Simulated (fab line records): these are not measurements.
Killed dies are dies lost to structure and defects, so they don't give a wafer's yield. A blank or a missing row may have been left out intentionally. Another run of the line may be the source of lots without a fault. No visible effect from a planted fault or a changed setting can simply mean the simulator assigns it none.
fab line records    flow sky130    part 2 of 2: steps 27 to 37 of 37
record: lots: 5  wafers: 15  lastDay: 49
route steps=708 shown METAL5@671 PASSIVATION@681 PAD_OPEN@694
lots with no fault: from the same line, run without faults
startH: hours from the record's first day to the start of the lot's first wafer shown    waitH: how many hours have passed since the lot's step before this one    " unchanged from the row above    L1.1+2: several wafers, shown together as one row    - no value, or no start was given    * or withheld: withheld    < > ~ a bound
route shown NAME@n: a module of which the file shows steps, and the number in the route of the first    usual: mean and standard deviation over wafers with no fault    same: alike in all rows    chamber/n: place in a boat    sites: per-site readings    _std_site: standard deviation across them    _edge_site: the outer-site mean with the inner-site mean subtracted    radiusMm: how far each site lies from the wafer's centre    mask NAME#n: copy n    behind: the most recent tool/chamber to have shaped the wafer    hold: why the lot went on hold/how many hours it stayed there/how the hold came to an end    device: the n, p or np transistor that did not switch    end of line: tests of these same wafers at the route's end    for a step that has no rows: nothing shown but its recipe    killed: dies that structure and defects cost at the first sort, which is not the same as the wafer's yield    map: a wafer's dies, x killed, . not, _ none there
set.NAME: setting as actually run; set.NAME@STEP: the setting as run at that earlier step    model.NAME: the simulator's own value behind a step, which no gauge read
lots at some steps of the route; a table a step, a row a wafer
services: a tool's chamber out of use, with start hour (startH, from the record's first day; less than 0 if before it), hours out, and reason
== steps ==
step: SKY_PAD_OPEN_SOFTBAKE_03
recipe: tempC: 110  timeS: withheld
usual: plateTempC: 109.97/0.14
lot.wafer  tool           chamber  startH   waitH  plateTempC
L077.1     lithoTrack-04  0        1093.55  0.1    110.11
L077.4     "              0        "        "      109.98
L077.6     "              0        "        "      110.09
L079.1     lithoTrack-02  0        1098.44  0.1    110.00
L079.5     "              0        "        "      110.17
L079.6     "              0        "        "      109.95
L088.4     lithoTrack-02  0        1159.84  0.1    109.89
L088.5     "              0        "        "      109.83
L088.6     "              0        "        "      109.96
L090.2     lithoTrack-04  0        1170.04  0.1    110.09
L090.4     "              0        "        "      110.08
L090.6     "              0        "        "      110.00
L089.1     lithoTrack-02  0        1171.29  0.1    110.09
L089.3     "              0        "        "      109.96
L089.5     "              0        "        "      109.98
step: SKY_PAD_OPEN_EXPOSE_04
recipe: maskId: PDM  targetCdNm: 60000  na: 0.57  doseMj: 260
usual: exposureDoseMJCm2: 260.03/0.29  focusOffsetNm: 0.0/0.56  reticleTempC: 22.99/0.11
lot.wafer  tool             chamber  startH  waitH  mask   exposureDoseMJCm2  focusOffsetNm  reticleTempC
L077.1     ilineStepper-02  0        -       -      PDM#0  260.25             0.8            23.21
L077.4     "                0        "       "      PDM#0  260.16             1.4            23.28
L077.6     "                0        "       "      PDM#0  260.12             0.8            23.00
L079.1     ilineStepper-01  0        -       -      PDM#0  259.50             0.8            22.95
L079.5     "                0        "       "      PDM#0  259.82             0.0            22.93
L079.6     "                0        "       "      PDM#0  259.80             0.4            23.11
L088.4     ilineStepper-02  0        -       -      PDM#0  259.60             -0.1           23.09
L088.5     "                0        "       "      PDM#0  259.98             -1.2           23.02
L088.6     "                0        "       "      PDM#0  260.02             -0.2           23.04
L090.2     ilineStepper-02  0        -       -      PDM#0  260.69             -0.2           22.99
L090.4     "                0        "       "      PDM#0  260.80             -1.2           22.96
L090.6     "                0        "       "      PDM#0  260.47             -0.1           23.04
L089.1     ilineStepper-01  0        -       -      PDM#0  260.19             -0.4           23.11
L089.3     "                0        "       "      PDM#0  260.47             -0.1           22.81
L089.5     "                0        "       "      PDM#0  260.31             0.1            23.09
step: SKY_PAD_OPEN_PEB_05
recipe: tempC: 115  timeS: withheld
usual: plateTempC: 114.98/0.14
lot.wafer  tool           chamber  startH  waitH  plateTempC
L077.1     lithoTrack-01  0        -       -      115.23
L077.4     "              0        "       "      114.94
L077.6     "              0        "       "      114.97
L079.1     lithoTrack-01  0        -       -      114.87
L079.5     "              0        "       "      114.90
L079.6     "              0        "       "      115.11
L088.4     lithoTrack-04  0        -       -      114.99
L088.5     "              0        "       "      115.04
L088.6     "              0        "       "      114.78
L090.2     lithoTrack-02  0        -       -      114.95
L090.4     "              0        "       "      114.97
L090.6     "              0        "       "      114.72
L089.1     lithoTrack-01  0        -       -      114.79
L089.3     "              0        "       "      114.62
L089.5     "              0        "       "      114.65
step: SKY_PAD_OPEN_DEVELOP_06
recipe: developTimeS: 60  devTempC: 23
lot.wafer   tool           chamber  startH  waitH
L077.1+4+6  lithoTrack-01  0        -       -
L079.1+5+6  lithoTrack-01  0        -       -
L088.4+5+6  lithoTrack-04  0        -       -
L090.2+4+6  lithoTrack-02  0        -       -
L089.1+3+5  lithoTrack-01  0        -       -
step: SKY_PAD_OPEN_ETCH_07
recipe: chemistry: CF4/O2  targetDepthNm: 725  stopOn: AlCu  sourceW: 800  biasW: 150  pressureMtorr: 150  cf4FlowSccm: 80  O2_flow_sccm: 10  timeS: 161.1
usual: drypumpMotorCurrentA: 5.3/0.33  oesProductAu: 0.978/0.0086  throttleValvePct: 5.964/0.0088
lot.wafer  tool        chamber  startH   waitH  drypumpMotorCurrentA  oesProductAu  rfHoursCounterH  throttleValvePct
L077.1     rieDiel-02  3        1103.86  -      5.3                   0.963         25               5.964
L077.4     "           0        "        "      5.0                   0.985         -                5.954
L077.6     "           1        "        "      5.2                   0.983         -                5.961
L079.1     rieDiel-03  0        1109.01  -      5.5                   0.979         8                5.956
L079.5     "           3        "        "      5.8                   0.971         -                5.966
L079.6     "           2        "        "      5.3                   0.974         -                5.978
L088.4     rieDiel-02  0        1168.55  -      5.0                   0.977         5                5.931
L088.5     "           3        "        "      5.3                   0.992         -                5.960
L088.6     "           0        "        "      5.0                   0.989         -                5.966
L090.2     rieDiel-02  1        1178.64  -      5.2                   0.978         26               5.965
L090.4     "           3        "        "      5.3                   0.986         -                5.964
L090.6     "           1        "        "      5.2                   0.980         -                5.977
L089.1     rieDiel-03  0        1179.61  -      5.5                   0.977         11               5.969
L089.3     "           2        "        "      5.3                   0.966         27               5.959
L089.5     "           3        "        "      5.8                   0.970         -                5.953
step: SKY_PAD_OPEN_STRIP_08
recipe: chemistry: O2/N2  powerW: 1400  pressureMtorr: 1500  platenTempC: withheld  overashFraction: 0.7  o2FlowSccm: 3000  n2FlowSccm: 300
usual: drypumpMotorCurrentA: 5.4/0.45  oesProductAu: 0.663/0.0048  stripTimeToEndpointS: 37.03/0.11
same: overashFraction: 0.7
lot.wafer  tool            chamber  startH   waitH  drypumpMotorCurrentA  oesProductAu  rfHoursCounterH  stripTimeToEndpointS
L077.1     plasmaAsher-04  0        1103.97  0.1    5.7                   0.662         95               37.19
L077.4     "               0        "        "      5.7                   0.658         -                37.01
L077.6     "               0        "        "      5.7                   0.661         -                37.00
L079.1     plasmaAsher-03  1        1109.12  0.1    5.0                   0.665         35               36.95
L079.5     "               1        "        "      4.9                   0.650         -                37.00
L079.6     "               0        "        "      5.9                   0.655         -                36.96
L088.4     plasmaAsher-04  1        1168.69  0.1    5.0                   0.659         -                37.13
L088.5     "               1        "        "      5.1                   0.661         -                37.04
L088.6     "               0        "        "      5.7                   0.662         -                37.13
L090.2     plasmaAsher-03  1        1178.75  0.1    5.0                   0.655         41               36.96
L090.4     "               1        "        "      5.0                   0.664         -                36.93
L090.6     "               1        "        "      5.0                   0.665         -                37.06
L089.1     plasmaAsher-01  1        1179.72  0.1    5.8                   0.663         74               37.19
L089.3     "               0        "        "      4.9                   0.662         -                37.02
L089.5     "               1        "        "      5.8                   0.669         -                37.04
step: SKY_PAD_OPEN_STRIP_09
recipe: chemistry: postEtchResidueRemover  timeS: 1200  tempC: 72.5
lot.wafer   tool         chamber  startH   waitH
L077.1+4+6  wetBench-03  3        1104.32  0.3
L079.1+5+6  wetBench-03  1        1109.22  0.1
L088.4+5+6  wetBench-03  3        1169.02  0.3
L090.2+4+6  wetBench-04  1        1178.85  0.1
L089.1+3+5  wetBench-03  2        1179.82  0.1
step: SKY_PAD_OPEN_CLEAN_10
recipe: chemistry: IPA  timeS: 180  tempC: 25
lot.wafer   tool         chamber  startH   waitH
L077.1+4+6  wetBench-03  0        1104.75  0.1
L079.1+5+6  wetBench-03  1        1109.59  0.0
L088.4+5+6  wetBench-04  1        1169.38  0.0
L090.2+4+6  wetBench-03  2        1179.19  0.0
L089.1+3+5  wetBench-04  0        1180.16  0.0
step: SKY_PAD_OPEN_CLEAN_11
recipe: chemistry: O3/DIW  dry: n2Spin
lot.wafer   tool         chamber  startH   waitH
L077.1+4+6  wetBench-02  1        1104.93  0.1
L079.1+5+6  wetBench-03  3        1109.65  0.0
L088.4+5+6  wetBench-03  0        1169.52  0.0
L090.2+4+6  wetBench-04  2        1179.25  0.0
L089.1+3+5  wetBench-02  1        1180.22  0.0
step: SKY_PAD_OPEN_ANNEAL_12
recipe: tempC: 400  timeS: withheld  ambient: N2/H2  idleTempC: 300  rampUpCPerMin: 8  rampDownCPerMin: 4
lot.wafer   tool        chamber  startH   waitH
L077.1+4+6  furnace-02  0        1105.02  0.0
L079.1+5+6  furnace-02  0        1109.75  0.0
L088.4+5+6  furnace-01  0        1169.61  0.0
L090.2+4+6  furnace-01  0        1179.34  0.0
L089.1+3+5  furnace-02  0        1180.31  0.0
step: SKY_PAD_OPEN_BOW_MEAS_13
recipe: mode: bow
usual: PAD_OPEN_BOW: 46/9.7
lot.wafer  tool          chamber  startH   waitH  PAD_OPEN_BOW[um]
L077.1     filmMetro-01  -        1106.56  -      51
L077.4     "             -        "        "      55
L077.6     "             -        "        "      43
L079.1     filmMetro-04  -        1111.25  -      46
L079.5     "             -        "        "      54
L079.6     "             -        "        "      52
L088.4     filmMetro-04  -        1171.17  -      30
L088.5     "             -        "        "      41
L088.6     "             -        "        "      31
L090.2     filmMetro-01  -        1180.86  -      46
L090.4     "             -        "        "      43
L090.6     "             -        "        "      46
L089.1     filmMetro-03  -        1181.81  -      33
L089.3     "             -        "        "      42
L089.5     "             -        "        "      35
== services ==
tool             chamber  startH   hours  kind
rieMetal-04      1        1034.51  11.9   repair
rieDiel-04       -        1045.87  2.8    pm
rieDiel-04       3        1060.60  6.8    repair
rieMetal-03      -        1079.78  1.6    repair
ilineStepper-01  -        1082.19  6.5    repair
ilineStepper-02  -        1092.02  1.7    pm
furnace-02       -        1094.85  4.0    pm
rieDiel-02       2        1099.28  7.0    repair
wetBench-04      -        1103.72  7.7    repair
furnace-02       -        1106.52  3.0    pm
rieDiel-04       1        1107.01  4.8    repair
pecvd-01         -        1112.15  1.0    repair
rieMetal-04      0        1113.79  25.7   repair
plasmaAsher-03   -        1118.20  4.5    repair
pecvd-03         -        1120.84  5.5    pm
rieDiel-04       0        1126.12  13.0   repair
rieDiel-02       -        1126.75  2.5    repair
wetBench-04      -        1130.48  1.1    repair
wetBench-02      -        1165.17  4.4    pm
ilineStepper-01  -        1167.32  1.7    pm
pecvd-03         -        1172.51  0.9    repair
rieMetal-04      -        1174.50  1.6    repair
wetBench-01      -        1177.67  3.2    repair
pecvd-01         -        1179.50  0.5    repair
